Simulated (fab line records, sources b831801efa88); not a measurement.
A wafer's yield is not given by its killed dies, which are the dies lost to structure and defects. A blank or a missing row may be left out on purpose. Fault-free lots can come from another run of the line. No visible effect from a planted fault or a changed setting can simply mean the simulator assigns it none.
fab line records    flow sky130
[record] lots = 11  wafers = 32  last_day = 50
route steps=708 shown METAL1@451 VIA1@474 METAL2@485 PAD_OPEN@708
lots untouched by any fault: they come from a run of this same line in which no faults occurred
start_h: the number of hours between the record's first day and the start of the first shown wafer of the lot    wait_h: hours elapsed since this lot's preceding step    " the same as in the row above    L1.1+2: a single row standing in for several wafers    - value missing, or start not given    * or withheld: withheld    < > ~ a bound
route shown NAME@n: a module of which the file shows steps, and the number in the route of the first    usual: the fault-free wafers' mean and standard deviation    same: alike in all rows    chamber/n: place in a boat    sites: each site's reading    _std_site: their standard deviation    _edge_site: inner sites' mean taken away from outer sites' mean    radius_mm: how far each site lies from the wafer's centre    mask NAME#n: copy n    behind: the last tool/chamber to shape the wafer    hold: reason for holding the lot/hours on hold/outcome of the hold    device: the n, p or np transistor that did not switch    end of line: tests run on the same wafers once the route is complete    where a step has no rows: the recipe by itself    killed: count of dies lost to structure and defects at first sort (not the wafer's yield)    map: a wafer's dies, x killed, . not, _ none there
set.NAME: the setting as run; set.NAME@STEP: as run at that earlier step    model.NAME: the simulator's own value behind a step, which no gauge read
steps of the route over a sample of lots; a table a step, a row a wafer
services: when a tool's chamber went out of use (start_h, in hours from the record's first day, below 0 if earlier), for how many hours, and the reason
[[steps]]
[step SKY_METAL1_DESCUM_17]
[recipe] chemistry = O2  source_power_w = 150  bias_power_w = 0  pressure_mtorr = 10  temp_c = 40  time_s = 8
[usual] drypump_motor_current_A = 5.84/0.23  oes_product_au = 1.000/0.014
lot.wafer  tool          chamber  start_h  wait_h  drypump_motor_current_A  oes_product_au  rf_hours_counter_h
L172.4     rie_metal-04  0        780.98   0.0     6.03                     1.009           -
L172.5     "             0        "        "       6.02                     1.012           -
L172.6     "             1        "        "       5.82                     0.997           -
L173.1     rie_metal-01  1        797.62   0.0     5.73                     0.993           5
L173.2     "             0        "        "       6.11                     1.029           8
L173.3     "             1        "        "       5.72                     0.988           -
L174.1     rie_metal-01  1        799.02   0.0     5.72                     0.994           5
L174.2     "             0        "        "       6.12                     1.023           8
L174.5     "             0        "        "       6.14                     1.025           -
L175.2     rie_metal-04  0        807.17   0.0     6.03                     1.007           13
L175.3     "             0        "        "       6.05                     1.003           -
L175.6     "             0        "        "       6.03                     1.001           -
L181.1     rie_metal-01  0        854.62   0.0     6.09                     1.015           10
L181.4     "             1        "        "       5.70                     0.992           -
L181.5     "             1        "        "       5.72                     0.996           -
L182.2     rie_metal-01  0        855.92   0.0     6.08                     1.024           10
L182.3     "             1        "        "       5.72                     0.987           -
L184.3     rie_metal-01  1        873.98   0.0     5.72                     0.994           -
L184.4     "             0        "        "       6.11                     1.034           -
L184.6     "             1        "        "       5.71                     0.992           -
L185.3     rie_metal-03  1        877.33   0.0     5.38                     0.992           -
L185.4     "             0        "        "       5.84                     0.994           -
L185.6     "             1        "        "       5.39                     1.006           -
L191.1     rie_metal-04  1        918.97   0.0     5.78                     0.999           14
L191.2     "             1        "        "       5.80                     0.987           -
L191.4     "             1        "        "       5.82                     0.987           -
L189.1     rie_metal-03  1        919.47   0.0     5.37                     0.995           12
L189.3     "             1        "        "       5.41                     0.999           -
L189.5     "             0        "        "       5.84                     0.986           -
L193.1     rie_metal-04  1        932.27   0.0     5.86                     0.992           15
L193.4     "             1        "        "       5.86                     0.986           -
L193.5     "             0        "        "       6.06                     0.995           -
[step SKY_VIA1_STRIP_16]
[recipe] chemistry = O2/N2  power_w = 1400  pressure_mtorr = 1500  platen_temp_c = withheld  o2_flow_sccm = 3000  n2_flow_sccm = 300  overash_fraction = 0.5
[usual] drypump_motor_current_A = 5.8/0.45  o2_flow_sccm = 3002/9.6  oes_product_au = 0.415/0.0043  strip_time_to_endpoint_s = 4.458/0.025
lot.wafer  tool             chamber  start_h  wait_h  drypump_motor_current_A  o2_flow_sccm  oes_product_au  rf_hours_counter_h  strip_time_to_endpoint_s
L172.4     plasma_asher-01  1        808.89   0.0     5.6                      3015          0.418           -                   4.484
L172.5     "                1        "        "       5.6                      3022          0.417           -                   4.482
L172.6     "                0        "        "       6.3                      3017          0.418           -                   4.471
L173.1     plasma_asher-01  1        825.93   0.0     5.7                      3004          0.410           101                 4.500
L173.2     "                0        "        "       6.3                      3007          0.410           101                 4.476
L173.3     "                0        "        "       6.3                      3021          0.418           -                   4.436
L174.1     plasma_asher-01  0        827.46   0.0     6.3                      3000          0.413           101                 4.503
L174.2     "                1        "        "       5.6                      3000          0.415           101                 4.469
L174.5     "                0        "        "       6.3                      3000          0.420           -                   4.491
L175.2     plasma_asher-03  1        834.86   0.0     6.1                      2995          0.420           9                   4.469
L175.3     "                0        "        "       5.7                      2990          0.420           -                   4.457
L175.6     "                1        "        "       6.2                      2988          0.424           -                   4.483
L181.1     plasma_asher-02  1        882.46   0.0     5.8                      3026          0.419           74                  4.415
L181.4     "                0        "        "       4.8                      3000          0.408           -                   4.479
L181.5     "                1        "        "       5.9                      3007          0.417           -                   4.450
L182.2     plasma_asher-03  1        883.51   0.0     6.1                      3001          0.414           13                  4.458
L182.3     "                0        "        "       5.7                      3008          0.414           -                   4.446
L184.3     plasma_asher-01  1        901.40   0.1     5.6                      3022          0.416           -                   4.457
L184.4     "                0        "        "       6.3                      3011          0.419           -                   4.464
L184.6     "                0        "        "       6.3                      3010          0.418           -                   4.461
L185.3     plasma_asher-03  1        905.00   0.1     6.1                      2989          0.416           -                   4.481
L185.4     "                0        "        "       5.7                      3022          0.419           -                   4.458
L185.6     "                1        "        "       6.1                      2995          0.411           -                   4.507
L191.1     plasma_asher-01  0        944.71   0.0     6.3                      2999          0.416           113                 4.410
L191.2     "                1        "        "       5.6                      3003          0.412           113                 4.432
L191.4     "                1        "        "       5.7                      3005          0.422           -                   4.443
L189.1     plasma_asher-03  0        944.78   0.0     5.7                      3012          0.415           19                  4.428
L189.3     "                1        "        "       6.2                      3010          0.409           -                   4.417
L189.5     "                0        "        "       5.7                      3017          0.411           -                   4.433
L193.1     plasma_asher-02  1        958.21   0.0     5.8                      3001          0.408           81                  4.417
L193.4     "                1        "        "       5.8                      3002          0.415           -                   4.387
L193.5     "                0        "        "       4.8                      3004          0.412           -                   4.424
[step SKY_METAL2_SPUTTER_02]
[recipe] material = AlCu  target_thk_nm = 250  power_w = 10600  time_s = 13.3  chamber_pressure_pa = 0.4
[usual] throttle_valve_pct = 30.1/1
lot.wafer  tool            chamber  start_h  wait_h  throttle_valve_pct
L172.4     pvd_sputter-01  -        810.13   0.0     29.6
L172.5     "               -        "        "       30.1
L172.6     "               -        "        "       29.5
L173.1     pvd_sputter-01  -        827.21   0.0     30.6
L173.2     "               -        "        "       30.8
L173.3     "               -        "        "       31.6
L174.1     pvd_sputter-03  -        828.74   0.0     31.1
L174.2     "               -        "        "       29.7
L174.5     "               -        "        "       29.5
L175.2     pvd_sputter-03  -        836.13   0.0     28.6
L175.3     "               -        "        "       29.6
L175.6     "               -        "        "       29.8
L181.1     pvd_sputter-01  -        884.04   0.0     29.5
L181.4     "               -        "        "       30.4
L181.5     "               -        "        "       31.5
L182.2     pvd_sputter-01  -        884.94   0.0     31.5
L182.3     "               -        "        "       29.5
L184.3     pvd_sputter-02  -        902.64   0.0     30.9
L184.4     "               -        "        "       30.2
L184.6     "               -        "        "       30.5
L185.3     pvd_sputter-03  -        906.27   0.0     31.1
L185.4     "               -        "        "       28.7
L185.6     "               -        "        "       28.9
L189.1     pvd_sputter-02  -        946.07   0.0     30.7
L189.3     "               -        "        "       27.8
L189.5     "               -        "        "       30.4
L191.1     pvd_sputter-03  -        946.09   0.0     29.7
L191.2     "               -        "        "       31.7
L191.4     "               -        "        "       31.3
L193.1     pvd_sputter-02  -        959.49   0.0     30.3
L193.4     "               -        "        "       28.1
L193.5     "               -        "        "       27.8
[step SKY_METAL2_RS_MEAS_05]
[recipe] thk_meas_gauge = four-point-probe  reads = TiN_of_METAL2_SPUTTER_04+Ti_of_METAL2_SPUTTER_03+AlCu_of_METAL2_SPUTTER_02+TiN_of_METAL2_SPUTTER_01+Ti_of_METAL2_SPUTTER_00
[usual] METAL2_ALCU_RS = 0.1266/0.0015
lot.wafer  tool           chamber  start_h  wait_h  METAL2_ALCU_RS[ohm/sq]
L172.4     film_metro-02  -        810.28   0.1     0.1272
L172.5     "              -        "        "       0.1291
L172.6     "              -        "        "       0.1269
L173.1     film_metro-01  -        827.30   0.0     0.1289
L173.2     "              -        "        "       0.1275
L173.3     "              -        "        "       0.1253
L174.1     film_metro-03  -        828.83   0.0     0.1270
L174.2     "              -        "        "       0.1275
L174.5     "              -        "        "       0.1270
L175.2     film_metro-01  -        836.24   0.0     0.1249
L175.3     "              -        "        "       0.1253
L175.6     "              -        "        "       0.1268
L181.1     film_metro-03  -        884.13   0.0     0.1256
L181.4     "              -        "        "       0.1270
L181.5     "              -        "        "       0.1247
L182.2     film_metro-01  -        885.05   0.0     0.1093
L182.3     "              -        "        "       0.1269
L184.3     film_metro-02  -        902.77   0.1     0.1248
L184.4     "              -        "        "       0.1254
L184.6     "              -        "        "       0.1251
L185.3     film_metro-03  -        906.40   0.1     0.1253
L185.4     "              -        "        "       0.1237
L185.6     "              -        "        "       0.1243
L189.1     film_metro-02  -        946.16   0.0     0.1274
L189.3     "              -        "        "       0.1274
L189.5     "              -        "        "       0.1287
L191.1     film_metro-03  -        946.18   0.0     0.1234
L191.2     "              -        "        "       0.1234
L191.4     "              -        "        "       0.1229
L193.1     film_metro-02  -        959.58   0.0     0.1278
L193.4     "              -        "        "       0.1266
L193.5     "              -        "        "       0.1268
[step SKY_METAL2_THK_MEAS_06]
[recipe] thk_meas_gauge = xrf  reads = AlCu_of_METAL2_SPUTTER_02
[usual] METAL2_ALCU_THK = 248/3
lot.wafer  tool           chamber  start_h  wait_h  METAL2_ALCU_THK[nm]
L172.4     film_metro-02  -        810.37   0.1     249
L172.5     "              -        "        "       245
L172.6     "              -        "        "       249
L173.1     film_metro-01  -        827.42   0.1     244
L173.2     "              -        "        "       248
L173.3     "              -        "        "       252
L174.1     film_metro-03  -        828.95   0.1     248
L174.2     "              -        "        "       246
L174.5     "              -        "        "       246
L175.2     film_metro-01  -        836.35   0.1     252
L175.3     "              -        "        "       250
L175.6     "              -        "        "       248
L181.1     film_metro-03  -        884.25   0.1     248
L181.4     "              -        "        "       249
L181.5     "              -        "        "       253
L182.2     film_metro-01  -        885.16   0.1     287
L182.3     "              -        "        "       246
L184.3     film_metro-02  -        902.87   0.1     250
L184.4     "              -        "        "       249
L184.6     "              -        "        "       249
L185.3     film_metro-03  -        906.50   0.1     252
L185.4     "              -        "        "       252
L185.6     "              -        "        "       254
L189.1     film_metro-02  -        946.28   0.1     247
L189.3     "              -        "        "       246
L189.5     "              -        "        "       244
L191.1     film_metro-03  -        946.30   0.1     255
L191.2     "              -        "        "       255
L191.4     "              -        "        "       256
L193.1     film_metro-02  -        959.70   0.1     246
L193.4     "              -        "        "       250
L193.5     "              -        "        "       247
[step SKY_METAL2_CD_MEAS_15]
[recipe] target_cd_nm = 140
[usual] cd_nm = 138.9/1.4
lot.wafer  tool       chamber  start_h  wait_h  cd_nm
L172.4     cd_sem-02  -        836.17   -       136.6
L172.5     "          -        "        "       135.3
L172.6     "          -        "        "       137.3
L173.1     cd_sem-01  -        854.06   -       136.4
L173.2     "          -        "        "       137.9
L173.3     "          -        "        "       139.0
L174.1     cd_sem-02  -        854.81   -       140.1
L174.2     "          -        "        "       140.3
L174.5     "          -        "        "       140.9
L175.2     cd_sem-01  -        862.83   -       139.1
L175.3     "          -        "        "       140.9
L175.6     "          -        "        "       137.9
L181.1     cd_sem-02  -        909.21   -       138.5
L181.4     "          -        "        "       138.4
L181.5     "          -        "        "       138.7
L182.2     cd_sem-01  -        910.31   -       139.4
L182.3     "          -        "        "       140.8
L184.3     cd_sem-02  -        927.55   -       139.9
L184.4     "          -        "        "       139.1
L184.6     "          -        "        "       141.1
L185.3     cd_sem-01  -        931.78   -       138.7
L185.4     "          -        "        "       138.2
L185.6     "          -        "        "       138.6
L189.1     cd_sem-02  -        970.34   -       140.7
L189.3     "          -        "        "       139.4
L189.5     "          -        "        "       138.8
L191.1     cd_sem-01  -        971.04   -       137.9
L191.2     "          -        "        "       137.8
L191.4     "          -        "        "       136.5
L193.1     cd_sem-01  -        983.46   -       137.7
L193.4     "          -        "        "       138.2
L193.5     "          -        "        "       139.1
[step SKY_PAD_OPEN_PROBE_99]
[usual] defect_limited_yield = 82.7/2.1  killed_at_M0_to_M3 = 43/7.2  killed_at_M4_up = 3.2/1.8  killed_at_contacts = 23/5.6  killed_at_front_end = 15/4.6  killed_at_other = 0.3/0.71  killed_dies = 85/10  killed_open = 46/7.8  killed_short = 38/6.5  sort_bin_3_pad_short = 0.8/0.38  sort_bin_5_function = 10.2/1.5  sort_bin_6_memory = 6.3/1.2  sort_n_pass = 407/10  sort_yield_pct = 82.7/2.1
[same] gross_dies = 492  killed_at_back_side = 0  sort_bin_4_leakage[%] = 0  sort_bin_8_speed[%] = 0
lot.wafer  tool       chamber  start_h  wait_h  defect_limited_yield[%]  killed_at_M0_to_M3  killed_at_M4_up  killed_at_contacts  killed_at_front_end  killed_at_other  killed_dies  killed_open  killed_short  sort_bin_3_pad_short[%]  sort_bin_5_function[%]  sort_bin_6_memory[%]  sort_n_pass  sort_yield_pct[%]
L172.4     prober-01  -        1089.74  0.2     82.1                     37                  5                33                  13                   0                88           46           42            0.8                      10.0                    7.1                   404          82.1
L172.5     prober-01  -        1089.79  0.2     81.3                     52                  0                18                  22                   0                92           54           38            0.4                      11.8                    6.5                   400          81.3
L172.6     prober-01  -        1089.84  0.2     80.5                     54                  5                22                  15                   0                96           56           39            0.6                      11.2                    7.7                   396          80.5
L173.1     prober-02  -        1102.91  0.1     86.2                     43                  2                17                  6                    0                68           35           32            0.6                      7.3                     5.9                   424          86.2
L173.2     prober-02  -        1102.96  0.1     80.9                     49                  5                27                  13                   0                94           51           43            1.0                      11.2                    6.9                   398          80.9
L173.3     prober-02  -        1103.01  0.2     84.1                     39                  5                18                  16                   0                78           40           37            0.6                      10.0                    5.3                   414          84.1
L174.1     prober-02  -        1103.84  0.1     83.5                     38                  7                18                  18                   0                81           41           39            0.8                      9.8                     5.9                   411          83.5
L174.2     prober-02  -        1103.89  0.1     80.7                     59                  2                26                  8                    0                95           60           35            0.6                      10.8                    7.9                   397          80.7
L174.5     prober-02  -        1104.04  0.2     83.1                     43                  7                19                  13                   1                83           43           40            0.8                      9.1                     6.9                   409          83.1
L175.2     prober-02  -        1110.54  0.1     84.1                     45                  2                16                  15                   0                78           35           43            0.2                      9.6                     6.1                   414          84.1
L175.3     prober-02  -        1110.59  0.2     81.7                     49                  4                23                  14                   0                90           46           44            0.8                      11.0                    6.5                   402          81.7
L175.6     prober-02  -        1110.74  0.2     81.9                     46                  2                32                  9                    0                89           49           40            1.0                      12.0                    5.1                   403          81.9
L181.1     prober-02  -        1145.53  0.1     85.6                     35                  1                24                  11                   0                71           41           29            0.8                      8.1                     5.5                   421          85.6
L181.4     prober-02  -        1145.68  0.2     83.5                     50                  0                22                  9                    0                81           54           27            0.2                      11.4                    4.9                   411          83.5
L181.5     prober-02  -        1145.73  0.2     84.1                     46                  3                19                  9                    1                78           44           34            0.6                      9.1                     6.1                   414          84.1
L182.3     prober-01  -        1147.04  0.2     81.5                     47                  0                25                  19                   0                91           56           33            0.6                      11.0                    6.9                   401          81.5
L184.3     prober-01  -        1157.04  0.2     80.1                     56                  5                29                  8                    0                98           53           41            0.8                      12.4                    6.7                   394          80.1
L184.4     prober-01  -        1157.09  0.2     81.7                     50                  1                22                  17                   0                90           46           44            1.2                      11.2                    5.9                   402          81.7
L184.6     prober-01  -        1157.19  0.2     84.1                     36                  2                33                  7                    0                78           50           28            0.8                      7.7                     7.3                   414          84.1
L185.3     prober-02  -        1160.25  0.2     83.7                     40                  1                22                  17                   0                80           44           36            1.0                      9.3                     5.9                   412          83.7
L185.4     prober-02  -        1160.30  0.2     81.5                     46                  3                25                  17                   0                91           51           40            0.8                      11.0                    6.7                   401          81.5
L185.6     prober-02  -        1160.40  0.2     84.1                     35                  1                22                  20                   0                78           40           38            0.6                      10.6                    4.7                   414          84.1
L189.1     prober-01  -        1187.66  0.1     80.9                     35                  4                35                  20                   0                94           52           41            0.6                      10.2                    8.3                   398          80.9
L189.3     prober-01  -        1187.76  0.2     83.3                     36                  5                29                  12                   0                82           43           38            0.2                      10.8                    5.7                   410          83.3
L189.5     prober-01  -        1187.86  0.2     82.5                     41                  4                26                  15                   0                86           54           32            0.8                      9.6                     7.1                   406          82.5
L191.1     prober-02  -        1189.16  0.1     84.1                     36                  1                20                  21                   0                78           44           34            0.6                      11.0                    4.3                   414          84.1
L191.2     prober-02  -        1189.21  0.1     82.5                     40                  4                22                  18                   2                86           41           45            0.8                      10.2                    6.5                   406          82.5
L191.4     prober-02  -        1189.31  0.2     89.2                     29                  2                9                   12                   1                53           29           24            0.8                      6.5                     3.5                   439          89.2
L193.1     prober-02  -        1197.00  0.1     84.3                     39                  3                25                  10                   0                77           44           33            0.4                      10.2                    5.1                   415          84.3
L193.4     prober-02  -        1197.15  0.2     83.3                     35                  1                24                  22                   0                82           45           35            1.0                      9.8                     5.9                   410          83.3
L193.5     prober-02  -        1197.20  0.2     83.3                     38                  6                18                  19                   1                82           38           44            1.2                      9.6                     5.9                   410          83.3
// killed by level:class
L172.4 LI_CONTACT:geometric_particle:open=12 CONTACT:geometric_particle:open=11 METAL2:geometric_particle:short=6 VIA3:geometric_particle:open=6 LOCAL_INTERCONNECT:geometric_particle:short=5 VIA1:geometric_particle:short=5 VIA2:geometric_particle:open=5 VIA2:geometric_particle:short=4
L172.5 VIA1:geometric_particle:open=17 CONTACT:geometric_particle:open=9 METAL2:geometric_particle:short=6 VIA1:geometric_particle:short=6 VIA3:geometric_particle:open=6 FIELD_ISO:geometric_particle:short=5 SPACER:geometric_particle:short=5 VIA2:geometric_particle:open=5
L172.6 VIA1:geometric_particle:open=19 CONTACT:geometric_particle:open=9 LI_CONTACT:geometric_particle:open=7 FIELD_ISO:geometric_particle:short=6 VIA1:geometric_particle:short=5 LOCAL_INTERCONNECT:geometric_particle:short=5 METAL2:geometric_particle:short=5 METAL4:geometric_particle:short=5
L173.1 METAL2:geometric_particle:short=7 LI_CONTACT:geometric_particle:open=6 VIA1:geometric_particle:open=6 METAL1:geometric_particle:short=5 METAL3:geometric_particle:short=5 CONTACT:geometric_particle:open=4 VIA2:geometric_particle:short=4 VIA3:geometric_particle:short=4
L173.2 VIA3:geometric_particle:open=10 LI_CONTACT:geometric_particle:open=8 CONTACT:geometric_particle:short=7 VIA1:geometric_particle:open=7 VIA2:geometric_particle:open=7 CONTACT:geometric_particle:open=6 METAL2:geometric_particle:short=6 METAL1:geometric_particle:short=5
L173.3 VIA1:geometric_particle:open=14 LI_CONTACT:geometric_particle:open=7 FIELD_ISO:geometric_particle:open=5 FIELD_ISO:geometric_particle:short=5 METAL1:geometric_particle:short=5 VIA2:geometric_particle:short=5 LOCAL_INTERCONNECT:geometric_particle:short=4 VIA1:geometric_particle:short=3
L174.1 VIA1:geometric_particle:open=11 POLY_GATE:geometric_particle:short=6 CONTACT:geometric_particle:open=6 VIA1:geometric_particle:short=6 LI_CONTACT:geometric_particle:open=5 VIA2:geometric_particle:open=4 METAL1:geometric_particle:short=4 METAL2:geometric_particle:short=4
L174.2 VIA1:geometric_particle:open=14 CONTACT:geometric_particle:open=9 VIA2:geometric_particle:open=9 LI_CONTACT:geometric_particle:open=8 VIA1:geometric_particle:short=8 VIA3:geometric_particle:open=8 METAL2:geometric_particle:short=6 CONTACT:geometric_particle:short=4
L174.5 VIA1:geometric_particle:open=12 CONTACT:geometric_particle:open=7 LI_CONTACT:geometric_particle:open=5 LOCAL_INTERCONNECT:geometric_particle:short=5 METAL1:geometric_particle:short=5 VIA1:geometric_particle:short=5 METAL2:geometric_particle:short=5 VIA3:geometric_particle:short=5
L175.2 METAL2:geometric_particle:short=7 CONTACT:geometric_particle:open=6 METAL1:geometric_particle:short=6 VIA3:geometric_particle:short=6 VIA3:geometric_particle:open=6 VIA1:geometric_particle:open=5 VIA1:geometric_particle:short=5 VIA2:geometric_particle:open=4
L175.3 VIA3:geometric_particle:open=10 METAL2:geometric_particle:short=9 CONTACT:geometric_particle:open=8 CONTACT:geometric_particle:short=6 VIA1:geometric_particle:open=6 LI_CONTACT:geometric_particle:open=5 VIA2:geometric_particle:open=5 VIA3:geometric_particle:short=5
L175.6 CONTACT:geometric_particle:open=15 VIA1:geometric_particle:open=9 CONTACT:geometric_particle:short=8 VIA1:geometric_particle:short=7 VIA2:geometric_particle:open=7 METAL1:geometric_particle:short=5 METAL2:geometric_particle:short=5 VIA3:geometric_particle:open=5
L181.1 CONTACT:geometric_particle:open=9 VIA3:geometric_particle:open=7 LI_CONTACT:geometric_particle:short=6 LI_CONTACT:geometric_particle:open=6 VIA1:geometric_particle:open=6 FIELD_ISO:geometric_particle:open=5 VIA1:geometric_particle:short=4 POLY_GATE:geometric_particle:short=4
L181.4 VIA1:geometric_particle:open=18 VIA3:geometric_particle:open=9 LI_CONTACT:geometric_particle:open=8 LI_CONTACT:geometric_particle:short=6 CONTACT:geometric_particle:open=5 METAL2:geometric_particle:short=4 VIA2:geometric_particle:open=4 POLY_GATE:geometric_particle:open=3
L181.5 VIA1:geometric_particle:open=8 VIA3:geometric_particle:open=8 VIA2:geometric_particle:open=7 METAL1:geometric_particle:short=5 LI_CONTACT:geometric_particle:open=5 CONTACT:geometric_particle:short=4 CONTACT:geometric_particle:open=4 VIA3:geometric_particle:short=4
L182.3 VIA2:geometric_particle:open=15 VIA1:geometric_particle:open=10 CONTACT:geometric_particle:open=9 CONTACT:geometric_particle:short=6 LI_CONTACT:geometric_particle:short=5 LI_CONTACT:geometric_particle:open=5 VIA2:geometric_particle:short=5 FIELD_ISO:geometric_particle:open=3
L184.3 CONTACT:geometric_particle:open=11 VIA1:geometric_particle:open=10 LI_CONTACT:geometric_particle:open=8 VIA3:geometric_particle:open=8 VIA2:geometric_particle:short=6 CONTACT:geometric_particle:short=5 VIA1:geometric_particle:short=5 VIA2:geometric_particle:open=5
L184.4 VIA1:geometric_particle:open=11 METAL1:geometric_particle:short=10 CONTACT:geometric_particle:open=10 METAL2:geometric_particle:short=9 LI_CONTACT:geometric_particle:open=8 FIELD_ISO:geometric_particle:short=5 VIA2:geometric_particle:short=5 VIA3:geometric_particle:open=5
L184.6 CONTACT:geometric_particle:open=15 LI_CONTACT:geometric_particle:open=9 VIA3:geometric_particle:open=6 VIA1:geometric_particle:short=6 VIA1:geometric_particle:open=6 VIA3:geometric_particle:short=5 LOCAL_INTERCONNECT:geometric_particle:open=4 VIA2:geometric_particle:open=4
L185.3 VIA1:geometric_particle:open=11 CONTACT:geometric_particle:open=9 VIA3:geometric_particle:open=7 METAL1:geometric_particle:short=7 POLY_GATE:geometric_particle:open=6 LI_CONTACT:geometric_particle:open=5 CONTACT:geometric_particle:short=5 METAL2:geometric_particle:short=5
L185.4 LI_CONTACT:geometric_particle:open=11 CONTACT:geometric_particle:open=8 VIA1:geometric_particle:open=7 METAL2:geometric_particle:short=6 POLY_GATE:geometric_particle:open=5 METAL1:geometric_particle:short=5 VIA1:geometric_particle:short=5 VIA2:geometric_particle:open=5
L185.6 VIA1:geometric_particle:open=7 VIA3:geometric_particle:open=7 LI_CONTACT:geometric_particle:open=6 FIELD_ISO:geometric_particle:open=5 FIELD_ISO:geometric_particle:short=5 LI_CONTACT:geometric_particle:short=5 CONTACT:geometric_particle:open=5 METAL2:geometric_particle:short=4
L189.1 VIA1:geometric_particle:open=14 CONTACT:geometric_particle:open=11 CONTACT:geometric_particle:short=8 FIELD_ISO:geometric_particle:open=7 LI_CONTACT:geometric_particle:open=7 FIELD_ISO:geometric_particle:short=6 POLY_GATE:geometric_particle:short=6 LI_CONTACT:geometric_particle:short=4
L189.3 LI_CONTACT:geometric_particle:open=9 VIA1:geometric_particle:open=9 VIA1:geometric_particle:short=6 LI_CONTACT:geometric_particle:short=5 LOCAL_INTERCONNECT:geometric_particle:short=5 CONTACT:geometric_particle:open=5 METAL2:geometric_particle:short=4 VIA3:geometric_particle:open=4
L189.5 LI_CONTACT:geometric_particle:open=13 VIA3:geometric_particle:open=10 METAL1:geometric_particle:short=7 POLY_GATE:geometric_particle:open=6 VIA2:geometric_particle:open=6 CONTACT:geometric_particle:open=5 VIA1:geometric_particle:open=5 LOCAL_INTERCONNECT:geometric_particle:short=4
L191.1 CONTACT:geometric_particle:open=9 VIA1:geometric_particle:open=8 VIA3:geometric_particle:open=8 FIELD_ISO:geometric_particle:short=5 POLY_GATE:geometric_particle:open=5 METAL1:geometric_particle:short=5 FIELD_ISO:geometric_particle:open=4 LOCAL_INTERCONNECT:geometric_particle:short=4
L191.2 CONTACT:geometric_particle:open=9 VIA2:geometric_particle:open=7 FIELD_ISO:geometric_particle:short=6 VIA3:geometric_particle:open=6 VIA1:geometric_particle:open=5 METAL2:geometric_particle:short=5 POLY_GATE:geometric_particle:short=4 LI_CONTACT:geometric_particle:open=4
L191.4 VIA1:geometric_particle:open=6 VIA2:geometric_particle:open=6 METAL1:geometric_particle:short=5 VIA3:geometric_particle:open=5 FIELD_ISO:geometric_particle:short=4 CONTACT:geometric_particle:open=4 FIELD_ISO:geometric_particle:open=3 POLY_GATE:geometric_particle:open=2
L193.1 LI_CONTACT:geometric_particle:open=9 VIA2:geometric_particle:open=9 METAL1:geometric_particle:short=8 CONTACT:geometric_particle:open=8 VIA3:geometric_particle:open=7 METAL2:geometric_particle:short=4 POLY_GATE:geometric_particle:open=3 POLY_GATE:geometric_particle:short=3
L193.4 VIA2:geometric_particle:open=10 POLY_GATE:geometric_particle:short=7 CONTACT:geometric_particle:open=7 LI_CONTACT:geometric_particle:open=6 FIELD_ISO:geometric_particle:open=5 LOCAL_INTERCONNECT:geometric_particle:short=5 VIA3:geometric_particle:open=5 FIELD_ISO:geometric_particle:short=4
L193.5 METAL2:geometric_particle:short=7 CONTACT:geometric_particle:open=6 VIA3:geometric_particle:open=6 POLY_GATE:geometric_particle:open=5 LI_CONTACT:geometric_particle:open=5 METAL1:geometric_particle:short=5 VIA1:geometric_particle:open=5 METAL3:geometric_particle:short=5
[[services]]
tool             chamber  start_h  hours  kind
rie_metal-03     1        763.11   3.6    repair
pvd_sputter-03   -        806.46   5.6    repair
pvd_sputter-02   -        819.61   9.3    repair
pvd_sputter-02   -        821.36   15.1   repair
pvd_sputter-01   -        834.76   4.5    repair
rie_metal-03     0        840.03   2.3    repair
plasma_asher-03  -        847.74   0.4    repair
plasma_asher-03  -        859.23   1.7    repair
rie_metal-04     1        859.94   6.9    repair
pvd_sputter-02   -        867.83   2.4    repair
plasma_asher-03  -        871.46   2.8    repair
plasma_asher-02  -        886.01   0.6    repair
rie_metal-03     -        904.52   0.4    repair
pvd_sputter-03   3        906.36   -      consumable_replace:kit
pvd_sputter-03   3        906.36   18.0   scheduled_down
rie_metal-01     -        911.56   2.8    pm
plasma_asher-03  -        916.25   6.7    repair
pvd_sputter-01   -        923.44   2.4    repair
pvd_sputter-03   -        924.54   0.7    repair
plasma_asher-02  -        929.35   5.5    repair
plasma_asher-03  -        942.82   0.3    repair
pvd_sputter-01   -        948.70   1.9    repair
pvd_sputter-03   -        953.60   6.0    repair
pvd_sputter-03   -        954.75   1.9    repair
[[key]]
[first_sign] step = SKY_METAL2_RS_MEAS_05  reading = METAL2_ALCU_RS  direction = down  sigmas = 12  usual = 0.1266  struck = 0.1093
[effect] step = SKY_METAL2_THK_MEAS_06  reading = METAL2_ALCU_THK  direction = up  sigmas = 13  usual = 248  struck = 287
met_at SKY_METAL2_SPUTTER_02
struck_lots L182
struck_wafers L182.2
rows_end L182.2
not_acting_at SKY_METAL1_DESCUM_17,SKY_VIA1_STRIP_16,SKY_METAL2_CD_MEAS_15
onset_between 884.04 884.94
[fault] kind = process_parameter_drift  tool = pvd_sputter-01  chamber = -  onset_h = 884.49  steps = SKY_METAL2_SPUTTER_02  channel = time_s  offset = *  shape = step  acts_in = *  stated = *  scope = struck_wafers_only
// rows_end: these wafers met a further fault down the route, and their rows from its step on are left out
